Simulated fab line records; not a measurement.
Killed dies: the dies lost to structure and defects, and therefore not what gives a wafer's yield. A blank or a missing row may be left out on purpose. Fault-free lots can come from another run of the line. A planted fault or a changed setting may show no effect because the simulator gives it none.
Which tool is to blame? + flow gf180mcu + 39 wafers from 13 lots sampled at 5 of the route's 602 steps

WHAT THE GAUGES SHOWED, per wafer
GF_VT_IMPLANT_OVL_MEAS_07.
| lot  | measured     | on         | VT_IMPLANT_OVL (nm) |
|------|--------------|------------|---------------------|
| L173 | day 5 17:52  | overlay-02 | 3.0 3.4 3.0         |
| L174 | day 5 20:54  | overlay-02 | 1.4 1.0 1.3         |
| L175 | day 6 09:37  | overlay-02 | 2.4 1.7 1.7         |
| L176 | day 6 09:55  | overlay-02 | 0.0 1.5 0.7         |
| L178 | day 6 21:03  | overlay-02 | 2.4 2.0 1.3         |
| L180 | day 7 14:10  | overlay-02 | 3.4 2.0 2.6         |
| L182 | day 7 23:07  | overlay-02 | 4.4 3.5 5.0         |
| L186 | day 8 22:52  | overlay-01 | 3.9 2.2 2.3         |
| L187 | day 9 04:52  | overlay-02 | 1.6 0.9 0.6         |
| L190 | day 10 01:37 | overlay-02 | 1.0 -0.4 1.6        |
| L194 | day 11 03:28 | overlay-01 | 2.8 2.1 2.6         |
| L195 | day 11 09:22 | overlay-01 | -1.3 0.8 0.4        |
| L196 | day 11 12:30 | overlay-01 | 2.9 3.9 3.2         |

GF_HV_LDD_THK_MEAS_55.
| lot  | measured     | on            | HV_LDD_CVD_54_THK (nm) |
|------|--------------|---------------|------------------------|
| L173 | day 12 13:09 | film metro-02 | 9.80 9.71 9.69         |
| L174 | day 12 21:18 | film metro-04 | 9.89 9.90 9.96         |
| L175 | day 13 07:37 | film metro-02 | 9.92 10.00 9.93        |
| L176 | day 13 10:08 | film metro-02 | 9.82 9.78 9.69         |
| L178 | day 14 02:36 | film metro-04 | 9.78 9.78 9.73         |
| L180 | day 14 22:49 | film metro-01 | 9.98 9.97 9.96         |
| L182 | day 15 11:17 | film metro-02 | 9.85 9.85 9.81         |
| L186 | day 16 19:08 | film metro-02 | 8.00 7.69 7.91         |
| L187 | day 17 03:05 | film metro-04 | 7.78 7.78 7.95         |
| L190 | day 18 11:05 | film metro-04 | 9.99 10.13 10.12       |
| L194 | day 19 17:11 | film metro-04 | 10.04 10.01 9.93       |
| L195 | day 19 23:17 | film metro-04 | 10.33 10.11 10.15      |
| L196 | day 20 06:29 | film metro-04 | 9.94 10.06 9.95        |

GF_PSD_TW_MEAS_11.
| lot  | measured     | on            | PSD_TW         |
|------|--------------|---------------|----------------|
| L173 | day 14 08:37 | film metro-04 | 3121 3118 3120 |
| L174 | day 14 15:46 | film metro-03 | 3259 3260 3260 |
| L175 | day 15 02:28 | film metro-03 | 3263 3262 3259 |
| L176 | day 15 06:40 | film metro-04 | 3116 3129 3122 |
| L178 | day 15 23:26 | film metro-03 | 3267 3270 3259 |
| L180 | day 16 20:59 | film metro-03 | 3263 3263 3274 |
| L182 | day 17 11:03 | film metro-01 | 3203 3178 3212 |
| L186 | day 18 21:07 | film metro-03 | 3241 3240 3230 |
| L187 | day 19 04:34 | film metro-03 | 3256 3261 3269 |
| L190 | day 20 14:22 | film metro-01 | 3202 3187 3200 |
| L194 | day 21 19:11 | film metro-03 | 3255 3234 3239 |
| L195 | day 22 01:11 | film metro-01 | 3159 3171 3170 |
| L196 | day 22 08:19 | film metro-01 | 3161 3164 3155 |

TOOL THAT RAN EACH LOT (tool first, then ch and the chambers of the sampled wafers, then the start)
| lot  | GF_HV_LDD_CVD_54            | GF_PSD_STRIP_10                      |
|------|-----------------------------|--------------------------------------|
| L173 | lpcvd-01 ch 1, day 12 11:37 | plasma asher-02 ch 0,1, day 14 08:31 |
| L174 | lpcvd-01 ch 0, day 12 20:12 | plasma asher-02 ch 0,1, day 14 15:40 |
| L175 | lpcvd-02 ch 0, day 13 06:36 | plasma asher-02 ch 0,1, day 15 02:22 |
| L176 | lpcvd-01 ch 1, day 13 09:07 | plasma asher-04 ch 0,1, day 15 06:34 |
| L178 | lpcvd-01 ch 1, day 14 01:34 | plasma asher-02 ch 0,1, day 15 23:20 |
| L180 | lpcvd-02 ch 1, day 14 21:46 | plasma asher-04 ch 0,1, day 16 20:53 |
| L182 | lpcvd-01 ch 0, day 15 10:16 | plasma asher-01 ch 0,1, day 17 10:57 |
| L186 | lpcvd-02 ch 0, day 16 18:07 | plasma asher-04 ch 0,1, day 18 21:01 |
| L187 | lpcvd-02 ch 1, day 17 02:03 | plasma asher-02 ch 0,1, day 19 04:27 |
| L190 | lpcvd-01 ch 0, day 18 10:03 | plasma asher-02 ch 0,1, day 20 14:16 |
| L194 | lpcvd-02 ch 1, day 19 16:09 | plasma asher-01 ch 0,1, day 21 19:04 |
| L195 | lpcvd-01 ch 0, day 19 22:15 | plasma asher-04 ch 0,1, day 22 01:05 |
| L196 | lpcvd-02 ch 1, day 20 05:28 | plasma asher-01 ch 0,1, day 22 08:13 |
- GF_HV_LDD_CVD_54: deposits SiO2 from TEOS, target thk 10 nm, time 75 s.
- GF_PSD_STRIP_10: strips in O2/N2.

AS READ BY THE TOOLS THEMSELVES (means over the sampled wafers that have a number; for cases with no such wafer, the mark the record gives instead)
GF_HV_LDD_CVD_54.
| lot  | tool     | spike tc upper C (C) | zone power upper pct (%) |
|------|----------|----------------------|--------------------------|
| L173 | lpcvd-01 | 679.9                | 12.5                     |
| L174 | lpcvd-01 | 678.6                | 10.1                     |
| L175 | lpcvd-02 | 679.2                | 11.6                     |
| L176 | lpcvd-01 | 680.8                | 12.7                     |
| L178 | lpcvd-01 | 679.8                | 12.6                     |
| L180 | lpcvd-02 | 680.6                | 10.5                     |
| L182 | lpcvd-01 | 678.2                | 10.0                     |
| L186 | lpcvd-02 | 678.7                | 11.6                     |
| L187 | lpcvd-02 | 679.6                | 10.5                     |
| L190 | lpcvd-01 | 678.7                | 10.2                     |
| L194 | lpcvd-02 | 679.5                | 10.4                     |
| L195 | lpcvd-01 | 679.3                | 10.2                     |
| L196 | lpcvd-02 | 680.1                | 10.6                     |

GF_PSD_STRIP_10.
| lot  | tool            | drypump motor current A (A) | heater power w (W) | n2 flow sccm (sccm) | oes product au (a.u.) | strip time to endpoint s (s) |
|------|-----------------|-----------------------------|--------------------|---------------------|-----------------------|------------------------------|
| L173 | plasma asher-02 | 6.0                         | 318                | 299.4               | 0.591                 | 16.49                        |
| L174 | plasma asher-02 | 6.0                         | 319                | 299.8               | 0.589                 | 16.49                        |
| L175 | plasma asher-02 | 5.9                         | 314                | 299.8               | 0.591                 | 16.53                        |
| L176 | plasma asher-04 | 6.2                         | 320                | 299.5               | 0.593                 | 16.48                        |
| L178 | plasma asher-02 | 6.0                         | 319                | 300.5               | 0.589                 | 16.52                        |
| L180 | plasma asher-04 | 6.3                         | 323                | 299.9               | 0.596                 | 16.52                        |
| L182 | plasma asher-01 | 5.8                         | 279                | 299.3               | 0.590                 | 16.54                        |
| L186 | plasma asher-04 | 6.2                         | 316                | 300.1               | 0.591                 | 16.46                        |
| L187 | plasma asher-02 | 6.0                         | 321                | 299.4               | 0.593                 | 16.58                        |
| L190 | plasma asher-02 | 6.0                         | 325                | 299.7               | 0.595                 | 16.48                        |
| L194 | plasma asher-01 | 5.5                         | 302                | 300.4               | 0.589                 | 16.52                        |
| L195 | plasma asher-04 | 6.3                         | 317                | 298.8               | 0.596                 | 16.55                        |
| L196 | plasma asher-01 | 5.8                         | 276                | 300.0               | 0.594                 | 16.50                        |

THE ANSWER, worked out from the rows above alone
Rule: the usual values come from the lots themselves. Put in order of their means at a reading, lots are off if they are a third of the lots or fewer, leave a main group of 4 or more, and stand apart from it by a gap of 3 or more times the standard deviation of the main group's means; of several such gaps the widest counts. A main group is skipped when, at the precision printed for the reading in the tables above, its means are all equal. A lot without any number at a reading at which 4 lots or more have one is off too. The other lots that the step has rows for count as sound. After the gauges, taken in route order, come the tools' own readings; for these a lot's mean is taken, as printed above. At the first step where some lot is off, the reading lying furthest off is the one used; lots without a number count as furthest.
Off: L186, L187, seen at GF_HV_LDD_THK_MEAS_55 (HV_LDD_CVD_54_THK). Mean 9.93 nm and standard deviation 0.14 in the main group.
A tool fits if, at a process step before that reading, it ran every lot that is off, and no sound lot after the first of them. Those tools and the gauges at GF_HV_LDD_THK_MEAS_55 are tried in the same way. No candidate that was tried fits.

WHAT THE SIMULATOR HAD INSERTED
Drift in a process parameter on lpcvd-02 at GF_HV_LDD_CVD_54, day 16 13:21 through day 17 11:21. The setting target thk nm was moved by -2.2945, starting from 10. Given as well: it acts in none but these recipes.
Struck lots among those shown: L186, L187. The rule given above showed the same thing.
